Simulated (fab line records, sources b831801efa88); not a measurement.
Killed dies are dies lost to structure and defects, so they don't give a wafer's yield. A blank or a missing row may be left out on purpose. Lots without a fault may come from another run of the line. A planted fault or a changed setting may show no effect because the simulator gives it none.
Which tool did it? | flow sky130 | 13 lots, 39 wafers sampled, at 2 steps of a route of 708

WHAT THE GAUGES READ, wafer by wafer
SKY_SONOS_TUNNEL_OVL_MEAS_08.
lot  | measured     | on         | SONOS_TUNNEL_OVL (nm)
L731 | day 11 06:16 | overlay-01 | -0.8 -0.2 0.1
L732 | day 11 16:16 | overlay-01 | 0.3 1.3 -0.4
L735 | day 12 11:09 | overlay-01 | 1.2 2.6 1.2
L736 | day 12 22:51 | overlay-02 | -3.5 0.0 -2.0
L737 | day 13 02:31 | overlay-01 | 0.5 0.3 -1.0
L738 | day 13 15:40 | overlay-01 | -0.8 -1.0 0.5
L742 | day 14 20:05 | overlay-02 | 1.8 0.9 1.1
L743 | day 15 01:39 | overlay-02 | 0.8 1.7 1.1
L748 | day 17 05:51 | overlay-01 | -1.1 -0.7 0.2
L749 | day 17 16:29 | overlay-02 | 0.4 2.5 0.4
L750 | day 17 17:07 | overlay-01 | -1.0 0.1 0.7
L752 | day 19 01:38 | overlay-01 | 0.7 0.3 1.7
L754 | day 19 05:29 | overlay-02 | -1.2 2.1 1.6

SKY_LDD_HVN_OVL_MEAS_07.
lot  | measured     | on         | LDD_HVN_OVL (nm)
L731 | day 20 16:15 | overlay-01 | -1.3 -0.9 0.2
L732 | day 20 17:30 | overlay-01 | -1.8 -0.9 -1.2
L735 | day 21 11:50 | overlay-02 | -1.1 -1.2 0.8
L736 | day 22 05:10 | overlay-02 | 0.0 -1.8 0.7
L737 | day 22 11:03 | overlay-02 | 1.4 1.1 1.9
L738 | day 22 23:00 | overlay-02 | -1.0 -0.7 -2.3
L742 | day 24 02:30 | overlay-01 | -0.4 -1.7 -2.2
L743 | day 24 08:26 | overlay-01 | 0.7 1.0 0.5
L748 | day 26 22:08 | overlay-01 | 0.4 1.3 2.3
L749 | day 27 02:54 | overlay-02 | 1.4 -1.6 0.7
L750 | day 27 02:25 | overlay-01 | 0.2 -0.7 -0.2
L752 | day 28 13:51 | overlay-02 | 0.3 -0.1 1.1
L754 | day 28 14:23 | overlay-02 | 0.9 -1.0 0.6

WHICH TOOL RAN EACH LOT (tool, then ch and the chambers of the sampled wafers, then the start)
The record holds no process step before these readings.

WHAT THE TOOLS THEMSELVES READ (means of the sampled wafers that have a number; where no wafer has one, the mark that the record gives instead)
The record holds no such reading with a usual standard deviation.

THE ANSWER, worked out from the rows above alone
Rule: what is usual is taken from the lots themselves. Put in order of their means at a reading, lots are off if they are a third of the lots or fewer, leave a main group of 4 or more, and stand apart from it by a gap of 3 or more times the standard deviation of the main group's means; of several such gaps the widest counts. A main group whose means are all the same, to the digits that the tables above print for the reading, isn't used. A lot without any number at a reading at which 4 lots or more have one is off too. The other lots that the step has rows for count as sound. The gauges are gone through in route order, then the tools' own readings, and for those a lot's mean is taken as printed above. The first step at which some lot is off is used, and at that step the reading that is off furthest; a lot without a number counts as furthest.
No lot is off at any reading shown: from this, nothing can be told.

WHAT THE SIMULATOR HAD PUT IN
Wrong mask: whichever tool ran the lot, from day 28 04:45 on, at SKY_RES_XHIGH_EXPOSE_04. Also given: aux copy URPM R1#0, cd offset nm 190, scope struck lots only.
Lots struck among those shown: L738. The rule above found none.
